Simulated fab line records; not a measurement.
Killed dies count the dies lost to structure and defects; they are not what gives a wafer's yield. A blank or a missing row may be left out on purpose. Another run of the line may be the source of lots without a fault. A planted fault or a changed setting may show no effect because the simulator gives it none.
One fault through the eyes of 2 desks	flow gf180mcu	each desk has only its own numbers; what lay behind them comes last

## FROM THE METROLOGY DESK
What the gauges read for every lot (on any tool): the sampled wafers with a number, averaged. Marked OUT: a lot whose mean sits more than 4 standard deviations from the usual mean, which makes it out of limits; the brackets give that distance.
Columns: A = MVSD_TW at GF_MVSD_TW_MEAS_11, usual 1579; B = MVPSD_OVL at GF_MVPSD_OVL_MEAS_07, usual -0.2 nm; C = NWELL_RS at GF_VT_IMPLANT_RS_MEAS_47, usual 488.4 ohm/sq
lot	first seen here	A	B	C
L300	day 4 09:53	1573	-2.4	489.5
L301	day 4 16:10	1595	0.3	488.7
L304	day 5 09:07	1574	0.8	488.5
L305	day 5 14:47	1580	0.5	490.0
L306	day 5 21:38	1575	0.8	487.5
L308	day 6 11:15	1584	1.8	488.0
L309	day 6 16:27	1553	-0.9	487.7
L310	day 6 22:40	1591	-0.1	487.8
L311	day 7 02:50	1554	1.1	489.0
L312	day 7 08:25	1571	-1.2	487.7
L314	day 7 21:50	1559	0.6	488.5
L315	day 8 03:07	1598	-1.3	481.4 (-7.0) OUT
L322	day 9 15:59	1599	-0.4	481.8 (-6.6) OUT
Per this desk, out of limits: L315, L322; the first was L315, day 11 19:49 (NWELL_RS at GF_VT_IMPLANT_RS_MEAS_47). L300, L301, L304, L305, L306, L308, L309, L310, L311, L312, L314: within limits.

## FOR THE TOOL OWNER'S DESK: implanter-01
The tool's own readings at GF_NWELL_IMPLANT_09, given as means over the sampled wafers that have a number, one for each lot that went through this tool. Marked OUT: a lot whose mean sits more than 4 standard deviations from the usual mean, which makes it out of limits; the brackets give that distance.
Columns: A = dose-ions-cm2 at GF_NWELL_IMPLANT_09, usual 4e+12; B = faraday-current-uA at GF_NWELL_IMPLANT_09, usual 22.5
lot	first seen here	A	B
L305	day 4 09:35	4e+12	22.5
L309	day 5 09:14	4e+12	22.7
L310	day 5 15:15	4e+12	22.8
L311	day 5 19:11	4e+12	21.9
L314	day 6 14:00	4e+12	22.5
L315	day 6 18:26	4e+12 (+85) OUT	23.8
L322	day 8 06:32	4e+12 (+85) OUT	24.8 (+4.8) OUT
Finding of this desk: L315, L322 out of limits; the first was L315 at day 6 18:26, on dose-ions-cm2 at GF_NWELL_IMPLANT_09. L305, L309, L310, L311, L314: within limits.

## PUT TOGETHER
At day 6 18:26, on L315, L322, the tool owner's desk was in a position to raise an alarm.
L315, L322 would have let the metrology desk raise an alarm at day 11 19:49.
The lots listed all ran GF_NWELL_IMPLANT_09 on implanter-01.

## WHAT WAS PUT IN BY THE SIMULATOR
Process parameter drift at GF_NWELL_IMPLANT_09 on implanter-01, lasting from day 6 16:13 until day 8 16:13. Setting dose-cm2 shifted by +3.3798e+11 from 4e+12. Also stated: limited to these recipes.
Shown lots that were struck: L315, L322.
Hours from the fault's start to each desk's first reading out of limits: the tool owner's desk, 2; the metrology desk, 124.
